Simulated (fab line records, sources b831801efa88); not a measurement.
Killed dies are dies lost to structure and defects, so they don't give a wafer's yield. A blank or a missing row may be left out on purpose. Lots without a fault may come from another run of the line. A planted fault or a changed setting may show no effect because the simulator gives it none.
fab line records | flow sky130 | part 2 of 2: steps 26 to 35 of 35
record lots=5 wafers=15 last_day=50
route steps=708 shown NWELL@81 PWDE@84 VT_ADJUST_HVTP@85 VT_ADJUST_LVTN@97
lots that met no fault: from a run of the same line without faults
start_h: hours from the record's first day to the start of the lot's first wafer shown | wait_h: hours since the lot's step before | " the same as in the row above | L1.1+2: a row that stands for several wafers | - no value, or no start given | * or withheld: withheld | < > ~ a bound
route shown NAME@n: a module of which the file shows steps, and the number in the route of the first | usual: mean/standard deviation of fault-free wafers | same: alike in all rows | chamber/n: place in a boat | sites: the reading at each site | _std_site: their standard deviation | _edge_site: outer sites' mean less inner sites' | radius_mm: how far each site lies from the wafer's centre | mask NAME#n: copy n | behind: the tool/chamber that last shaped the wafer | hold: why the lot was held/for how many hours/how that ended | device: the transistor (n, p or np) that didn't switch | end of line: the same wafers' tests at the end of the route | a step without rows: its recipe alone | killed: dies lost to structure and defects at the first sort, not the wafer's yield | map: a wafer's dies, x killed, . not, _ none there
set.NAME: the setting as run; set.NAME@STEP: as run at that earlier step | model.NAME: the simulator's own value behind a step, which no gauge read
lots at some steps of the route; a table a step, a row a wafer
services: from which hour (start_h, from the record's first day; less than 0 if before it) a tool's chamber was out of use, for how many hours, and why
## steps
# step SKY_VT_ADJUST_LVTN_TW_MEAS_10
# usual VT_ADJUST_LVTN_TW=240.5/1.3
# columns lot.wafer tool chamber start_h wait_h VT_ADJUST_LVTN_TW
L074.1 film_metro-01 - 143.99 0.1 241.4
L074.4 " - " " 240.3
L074.5 " - " " 239.5
L078.2 film_metro-01 - 171.25 0.1 239.7
L078.3 " - " " 239.4
L078.5 " - " " 239.3
L079.3 film_metro-02 - 179.69 0.1 240.4
L079.5 " - " " 240.2
L079.6 " - " " 240.5
L081.4 film_metro-02 - 188.65 0.1 240.1
L081.5 " - " " 240.7
L081.6 " - " " 241.2
L095.1 film_metro-04 - 285.79 0.1 240.8
L095.2 " - " " 239.6
L095.5 " - " " 240.8
# step SKY_VT_ADJUST_LVTN_DEHYDRATE_11
# recipe temp_c=200 time_s=60
# usual plate_temp_C=200.05/0.15 resist_line_temp_C=23.00/0.097
# columns lot.wafer tool chamber start_h wait_h plate_temp_C resist_line_temp_C
L074.1 litho_track-02 0 153.36 9.4 199.99 22.95
L074.4 " 0 " " 199.94 23.07
L074.5 " 0 " " 200.15 23.06
L078.2 litho_track-02 0 180.68 9.4 199.94 23.06
L078.3 " 0 " " 200.05 23.09
L078.5 " 0 " " 200.02 23.02
L079.3 litho_track-04 0 189.41 9.7 200.30 23.12
L079.5 " 0 " " 200.16 23.09
L079.6 " 0 " " 200.38 23.03
L081.4 litho_track-04 0 198.83 10.2 200.15 23.12
L081.5 " 0 " " 200.48 22.98
L081.6 " 0 " " 200.13 23.05
L095.1 litho_track-04 0 298.46 12.7 200.23 22.94
L095.2 " 0 " " 200.30 22.91
L095.5 " 0 " " 200.05 22.98
# step SKY_VT_ADJUST_LVTN_HMDS_12
# recipe prime_time_s=60 prime_temp_c=120
# usual resist_line_temp_C=23.00/0.093
# columns lot.wafer tool chamber start_h wait_h resist_line_temp_C
L074.1 litho_track-02 0 153.51 0.1 23.10
L074.4 " 0 " " 23.02
L074.5 " 0 " " 23.19
L078.2 litho_track-02 0 180.83 0.1 23.01
L078.3 " 0 " " 22.99
L078.5 " 0 " " 22.87
L079.3 litho_track-04 0 189.56 0.1 23.19
L079.5 " 0 " " 23.12
L079.6 " 0 " " 22.95
L081.4 litho_track-04 0 198.98 0.1 23.06
L081.5 " 0 " " 23.06
L081.6 " 0 " " 22.84
L095.1 litho_track-04 0 298.61 0.1 23.00
L095.2 " 0 " " 23.14
L095.5 " 0 " " 22.97
# step SKY_VT_ADJUST_LVTN_COAT_13
# recipe resist=NOVOLAK spin_rpm=3000 resist_thk_nm=1140
# usual dispense_pressure_kPa=45.9/1.2 resist_line_temp_C=22.99/0.12
# columns lot.wafer tool chamber start_h wait_h dispense_pressure_kPa resist_line_temp_C
L074.1 litho_track-02 0 153.66 0.1 46.4 23.17
L074.4 " 0 " " 46.4 23.15
L074.5 " 0 " " 46.4 23.03
L078.2 litho_track-02 0 180.98 0.1 46.4 22.95
L078.3 " 0 " " 46.4 22.96
L078.5 " 0 " " 46.4 22.85
L079.3 litho_track-04 0 189.71 0.1 44.9 22.99
L079.5 " 0 " " 44.9 22.88
L079.6 " 0 " " 44.9 22.92
L081.4 litho_track-04 0 199.13 0.1 45.0 22.99
L081.5 " 0 " " 44.9 22.97
L081.6 " 0 " " 44.9 22.87
L095.1 litho_track-04 0 298.76 0.1 45.0 22.94
L095.2 " 0 " " 45.0 22.95
L095.5 " 0 " " 44.9 22.76
# step SKY_VT_ADJUST_LVTN_SOFTBAKE_14
# recipe temp_c=90 time_s=60 resist=NOVOLAK
# usual plate_temp_C=89.99/0.12 resist_line_temp_C=23.00/0.11
# columns lot.wafer tool chamber start_h wait_h plate_temp_C resist_line_temp_C
L074.1 litho_track-02 0 153.81 0.1 89.91 22.89
L074.4 " 0 " " 89.95 23.08
L074.5 " 0 " " 89.89 22.97
L078.2 litho_track-02 0 181.13 0.1 90.00 22.96
L078.3 " 0 " " 89.85 22.96
L078.5 " 0 " " 89.86 22.89
L079.3 litho_track-04 0 189.86 0.1 89.93 22.89
L079.5 " 0 " " 90.02 22.95
L079.6 " 0 " " 90.05 22.96
L081.4 litho_track-04 0 199.28 0.1 90.19 23.05
L081.5 " 0 " " 90.09 22.82
L081.6 " 0 " " 90.08 23.04
L095.1 litho_track-04 0 298.91 0.1 89.92 22.94
L095.2 " 0 " " 90.03 22.94
L095.5 " 0 " " 90.00 23.05
# step SKY_VT_ADJUST_LVTN_EXPOSE_15
# recipe mask_id=HVN_STD_DERIVED na=0.6 source_shape=conventional sigma_outer=0.6 polarization=unpolarized target_cd_nm=600 dose_mj=163
# columns lot.wafer tool chamber start_h wait_h mask
L074.1+4+5 iline_stepper-02 0 - - HVN_STD_DERIVED#0
L078.2+3+5 iline_stepper-02 0 - - HVN_STD_DERIVED#0
L079.3+5+6 iline_stepper-02 0 - - HVN_STD_DERIVED#0
L081.4+5+6 iline_stepper-01 0 - - HVN_STD_DERIVED#0
L095.1+2+5 iline_stepper-02 0 - - HVN_STD_DERIVED#0
# step SKY_VT_ADJUST_LVTN_PEB_16
# recipe temp_c=withheld time_s=* resist=NOVOLAK
# usual resist_line_temp_C=*
# columns lot.wafer tool chamber start_h wait_h resist_line_temp_C
L074.1 litho_track-02 0 - - *
L074.4 " 0 " " *
L074.5 " 0 " " *
L078.2 litho_track-04 0 - - *
L078.3 " 0 " " *
L078.5 " 0 " " *
L079.3 litho_track-03 0 - - *
L079.5 " 0 " " *
L079.6 " 0 " " *
L081.4 litho_track-02 0 - - *
L081.5 " 0 " " *
L081.6 " 0 " " *
L095.1 litho_track-02 0 - - *
L095.2 " 0 " " *
L095.5 " 0 " " *
# step SKY_VT_ADJUST_LVTN_DEVELOP_17
# recipe resist=NOVOLAK developer=TMAH develop_time_s=60 dev_temp_c=23
# usual resist_line_temp_C=22.97/0.096
# columns lot.wafer tool chamber start_h wait_h resist_line_temp_C
L074.1 litho_track-02 0 163.41 0.1 22.90
L074.4 " 0 " " 23.01
L074.5 " 0 " " 22.75
L078.2 litho_track-04 0 191.93 0.1 23.04
L078.3 " 0 " " 22.95
L078.5 " 0 " " 23.04
L079.3 litho_track-03 0 200.13 0.1 22.99
L079.5 " 0 " " 22.93
L079.6 " 0 " " 22.98
L081.4 litho_track-02 0 209.93 0.1 22.90
L081.5 " 0 " " 22.95
L081.6 " 0 " " 23.00
L095.1 litho_track-02 0 311.41 0.1 23.05
L095.2 " 0 " " 23.14
L095.5 " 0 " " 22.83
# step SKY_VT_ADJUST_LVTN_OVL_MEAS_18
# usual VT_ADJUST_LVTN_01_OVL=0.3/1.3
# columns lot.wafer tool chamber start_h wait_h VT_ADJUST_LVTN_01_OVL[nm]
L074.1 overlay-02 - 163.56 0.1 1.8
L074.4 " - " " -0.6
L074.5 " - " " 0.5
L078.2 overlay-02 - 192.06 0.1 0.4
L078.3 " - " " 0.8
L078.5 " - " " 1.2
L079.3 overlay-02 - 200.25 0.1 0.9
L079.5 " - " " -0.1
L079.6 " - " " 0.4
L081.4 overlay-01 - 210.03 0.1 0.4
L081.5 " - " " 0.7
L081.6 " - " " 1.4
L095.1 overlay-01 - 311.56 0.1 0.5
L095.2 " - " " 0.3
L095.5 " - " " 0.1
# step SKY_VT_ADJUST_LVTN_IMPLANT_19
# recipe species=B energy_kev=30 dose_cm2=6.5e+11 tilt_deg=withheld
# columns lot.wafer tool chamber start_h wait_h
L074.1+4+5 implanter-01 0 163.59 0.0
L078.2+3+5 implanter-02 0 192.12 0.0
L079.3+5+6 implanter-04 0 200.32 0.1
L081.4+5+6 implanter-02 0 210.12 0.1
L095.1+2+5 implanter-01 0 311.59 0.0
## services
# columns tool chamber start_h hours kind
implanter-01 - 93.34 6.8 pm
implanter-03 - 94.49 4.8 repair
rtp_anneal-01 - 106.81 1.6 pm
plasma_asher-01 - 108.75 9.0 pm
plasma_asher-02 - 112.83 1.6 repair
implanter-04 - 114.93 2.8 repair
plasma_asher-04 - 135.27 0.5 repair
implanter-03 - 136.58 1.2 repair
plasma_asher-04 - 144.89 28.1 pm
iline_stepper-01 - 164.70 1.5 repair
implanter-03 - 175.60 3.7 repair
implanter-02 - 188.76 2.9 repair
implanter-04 - 202.04 4.4 pm
plasma_asher-03 - 204.81 2.8 pm
rtp_anneal-02 - 215.26 0.9 pm
implanter-03 - 218.61 4.1 pm
implanter-03 - 224.60 1.5 repair
iline_stepper-02 - 237.98 10.5 repair
implanter-03 - 245.53 5.1 repair
iline_stepper-02 - 248.51 1.7 pm
iline_stepper-01 - 257.92 1.7 pm
plasma_asher-02 - 285.37 3.1 repair
plasma_asher-02 - 297.92 4.2 repair
plasma_asher-01 - 309.62 1.1 repair
